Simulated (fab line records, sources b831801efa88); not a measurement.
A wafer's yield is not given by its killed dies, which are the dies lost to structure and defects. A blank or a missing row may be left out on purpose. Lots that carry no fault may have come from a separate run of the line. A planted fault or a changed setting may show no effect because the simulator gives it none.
Which tool did it? -- flow sky130 -- 13 lots, 39 wafers sampled, at 4 steps of a route of 708

== WHAT THE GAUGES READ, wafer by wafer ==
SKY_PWDE_OVL_MEAS_07.
lot,measured,on,PWDE_OVL (nm)
L536,day 3 19:01,overlay-02,-0.7 -1.6 -0.9
L538,day 4 10:05,overlay-02,0.6 0.2 -0.2
L539,day 4 12:08,overlay-01,-1.0 -0.6 -1.3
L540,day 4 18:53,overlay-02,-1.1 -0.8 -1.1
L542,day 5 06:50,overlay-02,-0.7 1.4 -0.7
L543,day 5 12:00,overlay-02,-0.8 -0.9 -3.0
L544,day 5 15:57,overlay-02,-1.5 -0.8 -1.1
L547,day 6 09:26,overlay-02,0.9 0.4 0.8
L548,day 6 17:17,overlay-01,-1.2 -1.2 -1.1
L549,day 6 21:23,overlay-01,0.1 -1.9 -1.4
L554,day 8 05:47,overlay-02,-1.4 -1.3 0.1
L555,day 8 07:09,overlay-01,-0.8 -2.2 -2.4
L556,day 8 11:31,overlay-02,-1.2 -2.6 -3.4

SKY_NWELL_OVL_MEAS_10.
lot,measured,on,NWELL_00_OVL (nm)
L536,day 4 11:32,overlay-01,0.7 0.2 -0.2
L538,day 5 03:59,overlay-01,1.9 -0.7 -0.1
L539,day 5 06:22,overlay-02,0.8 0.0 -0.3
L540,day 5 13:41,overlay-01,0.3 0.2 1.5
L542,day 6 01:54,overlay-02,-0.1 -1.8 -0.8
L543,day 6 05:28,overlay-01,2.2 0.5 1.5
L544,day 6 10:54,overlay-01,2.6 2.4 2.4
L547,day 7 04:58,overlay-01,2.0 3.3 2.3
L548,day 7 13:15,overlay-02,-0.3 -1.0 2.3
L549,day 7 17:17,overlay-01,0.9 -0.1 0.0
L554,day 9 02:25,overlay-02,0.5 0.7 1.3
L555,day 9 03:42,overlay-02,-0.6 -0.6 -0.2
L556,day 9 07:56,overlay-02,2.6 1.5 3.7

== EACH LOT AND THE TOOL THAT RAN IT (in order: tool; ch and the chambers of the sampled wafers; start) ==
lot,SKY_FIELD_ISO_DEVELOP_12,SKY_FIELD_ISO_ETCH_14
L536,"litho track-03 ch 0, day 2 04:00","rie diel-03 ch 0,1,3, day 2 04:29"
L538,"litho track-04 ch 0, day 2 16:00","rie diel-02 ch 0,2,3, day 2 16:35"
L539,"litho track-04 ch 0, day 2 19:00","rie diel-01 ch 1,2,3, day 2 20:02"
L540,"litho track-03 ch 0, day 3 02:00","rie diel-01 ch 0,2,3, day 3 02:38"
L542,"litho track-01 ch 0, day 3 13:00","rie diel-02 ch 0,3, day 3 13:21"
L543,"litho track-01 ch 0, day 3 19:00","rie diel-03 ch 1,2, day 3 19:21"
L544,"litho track-04 ch 0, day 3 21:00","rie diel-03 ch 0,1,2, day 3 22:11"
L547,"litho track-04 ch 0, day 4 14:00","rie diel-03 ch 2,3, day 4 14:29"
L548,"litho track-03 ch 0, day 4 20:00","rie diel-03 ch 1,3, day 4 20:29"
L549,"litho track-04 ch 0, day 5 02:00","rie diel-01 ch 0,1,3, day 5 02:17"
L554,"litho track-01 ch 0, day 6 01:00","rie diel-01 ch 0,1,2, day 6 02:12"
L555,"litho track-03 ch 0, day 6 06:00","rie diel-02 ch 0,1,3, day 6 06:35"
L556,"litho track-03 ch 0, day 6 12:00","rie diel-03 ch 0,1,2, day 6 13:14"
- SKY_FIELD_ISO_DEVELOP_12: develop time 60 s.
- SKY_FIELD_ISO_ETCH_14: etches BARC in N2/H2, stops on SiO2, time 45.9 s, target depth 60 nm.

== AS READ BY THE TOOLS THEMSELVES (means over the sampled wafers that have a number; for cases with no such wafer, the mark the record gives instead) ==
SKY_FIELD_ISO_DEVELOP_12.
lot,tool,chill plate temp C (C),developer temp C (C)
L536,litho track-03,22.96,20.93
L538,litho track-04,22.97,21.00
L539,litho track-04,22.90,21.08
L540,litho track-03,23.04,21.07
L542,litho track-01,23.02,21.03
L543,litho track-01,22.86,20.96
L544,litho track-04,23.14,20.99
L547,litho track-04,23.08,20.86
L548,litho track-03,22.93,20.92
L549,litho track-04,22.93,21.02
L554,litho track-01,22.96,21.08
L555,litho track-03,22.82,20.19
L556,litho track-03,23.00,20.12

SKY_FIELD_ISO_ETCH_14.
lot,tool,drypump motor current A (A),oes product au (a.u.),throttle valve pct (%)
L536,rie diel-03,5.9,0.859,13.239
L538,rie diel-02,5.4,0.858,13.226
L539,rie diel-01,6.0,0.855,13.224
L540,rie diel-01,6.0,0.851,13.216
L542,rie diel-02,5.6,0.858,13.222
L543,rie diel-03,5.2,0.852,13.221
L544,rie diel-03,5.3,0.855,13.222
L547,rie diel-03,5.6,0.852,13.229
L548,rie diel-03,6.2,0.852,13.224
L549,rie diel-01,5.7,0.858,13.227
L554,rie diel-01,6.0,0.854,13.227
L555,rie diel-02,5.3,0.850,13.224
L556,rie diel-03,5.3,0.855,13.224

== THE ANSWER, worked out from the rows above alone ==
Rule: usual is defined by the lots themselves. The widest of any qualifying gaps counts: lots, ordered by their means at a reading, are off when they make up no more than a third of the lots, leave a main group of 4 or more, and stand apart from it by 3 or more times the standard deviation of that group's means. If all means in a main group match to the digits the tables above print for the reading, that group is not used. A lot without any number at a reading at which 4 lots or more have one is off too. The other lots that the step has rows for count as sound. The gauges are gone through in route order, then the tools' own readings, and for those a lot's mean is taken as printed above. The first step at which some lot is off is used, and at that step the reading that is off furthest; a lot without a number counts as furthest.
Off at SKY_FIELD_ISO_DEVELOP_12 (developer temp C): L555, L556. For the main group the mean is 20.99 C and the standard deviation 0.068.
A tool fits if, at that step or a process step before it, it ran every lot that is off, and no sound lot after the first of them. One fits: SKY_FIELD_ISO_DEVELOP_12 on litho track-03. Its last sound lot is L548 (day 4 20:00), its first lot that is off L555 (day 6 06:00): a fault that began between those two fits.
On the lots that are off, the tool's own readings at SKY_FIELD_ISO_DEVELOP_12 differ by more than 5 times the standard deviation of the sound lots' means, which bears it out; developer temp C reads 20.16 C there versus 20.99 C on the sound lots.

== WHAT THE SIMULATOR HAD INSERTED ==
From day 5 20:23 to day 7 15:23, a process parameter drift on litho track-03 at SKY_FIELD_ISO_DEVELOP_12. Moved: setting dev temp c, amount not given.
Shown lots that were struck: L555, L556. This agrees with what the rule above found.
